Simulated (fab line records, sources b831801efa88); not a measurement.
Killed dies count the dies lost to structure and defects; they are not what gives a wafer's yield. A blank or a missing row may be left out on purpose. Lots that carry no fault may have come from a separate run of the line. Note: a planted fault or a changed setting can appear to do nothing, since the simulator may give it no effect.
Which tool did it?    flow gf180mcu    33 wafers from 11 lots sampled at 2 of the route's 602 steps

WHAT THE GAUGES SHOWED, per wafer
GF_V1_RS_MEAS_24: the measuring method here is four-point-probe.
lot   measured      on             V1_W_RS (ohm/sq)
L828  day 17 20:27  film-metro-01  0.328 0.321 0.329
L831  day 18 22:42  film-metro-03  0.327 0.328 0.333
L830  day 19 05:48  film-metro-04  0.338 0.329 0.329
L833  day 19 21:13  film-metro-04  0.330 0.327 0.321
L839  day 22 07:14  film-metro-04  0.330 0.331 0.329
L844  day 23 23:43  film-metro-04  0.332 0.323 0.324
L845  day 24 08:28  film-metro-03  0.324 0.332 0.330
L848  day 25 10:31  film-metro-03  0.337 0.336 0.338
L849  day 25 17:34  film-metro-03  0.334 0.333 0.334
L850  day 26 01:19  film-metro-01  0.329 0.332 0.332
L851  day 26 05:16  film-metro-03  0.338 0.331 0.335

WHAT TOOL EACH LOT RAN ON (gives the tool, then ch and the chambers of the sampled wafers, and finally the start)
lot   GF_V1_ETCH_16
L828  rie-diel-03 ch 2,3, day 17 19:34
L831  rie-diel-02 ch 0,2,3, day 18 21:49
L830  rie-diel-03 ch 1,2,3, day 19 04:55
L833  rie-diel-02 ch 0,1,2, day 19 20:18
L839  rie-diel-04 ch 0,3, day 22 06:21
L844  rie-diel-02 ch 1,2,3, day 23 22:49
L845  rie-diel-02 ch 0,1,2, day 24 07:34
L848  rie-diel-04 ch 0,2,3, day 25 09:36
L849  rie-diel-02 ch 0,2, day 25 16:34
L850  rie-diel-03 ch 0,2,3, day 26 00:18
L851  rie-diel-03 ch 0,2,3, day 26 04:21
- GF_V1_ETCH_16: etches BARC in N2/H2.

THE ANSWER, worked out from the rows above alone
Rule: the usual values come from the lots themselves. The widest of any qualifying gaps counts: lots, ordered by their means at a reading, are off when they make up no more than a third of the lots, leave a main group of 4 or more, and stand apart from it by 3 or more times the standard deviation of that group's means. A main group is skipped when, at the precision printed for the reading in the tables above, its means are all equal. Also off: a lot with no number at a reading for which 4 or more lots have one. Any other lot the step has rows for is counted as sound.
Across all readings shown, no lot is off: no conclusion can be drawn from this.

WHAT THE SIMULATOR PUT IN
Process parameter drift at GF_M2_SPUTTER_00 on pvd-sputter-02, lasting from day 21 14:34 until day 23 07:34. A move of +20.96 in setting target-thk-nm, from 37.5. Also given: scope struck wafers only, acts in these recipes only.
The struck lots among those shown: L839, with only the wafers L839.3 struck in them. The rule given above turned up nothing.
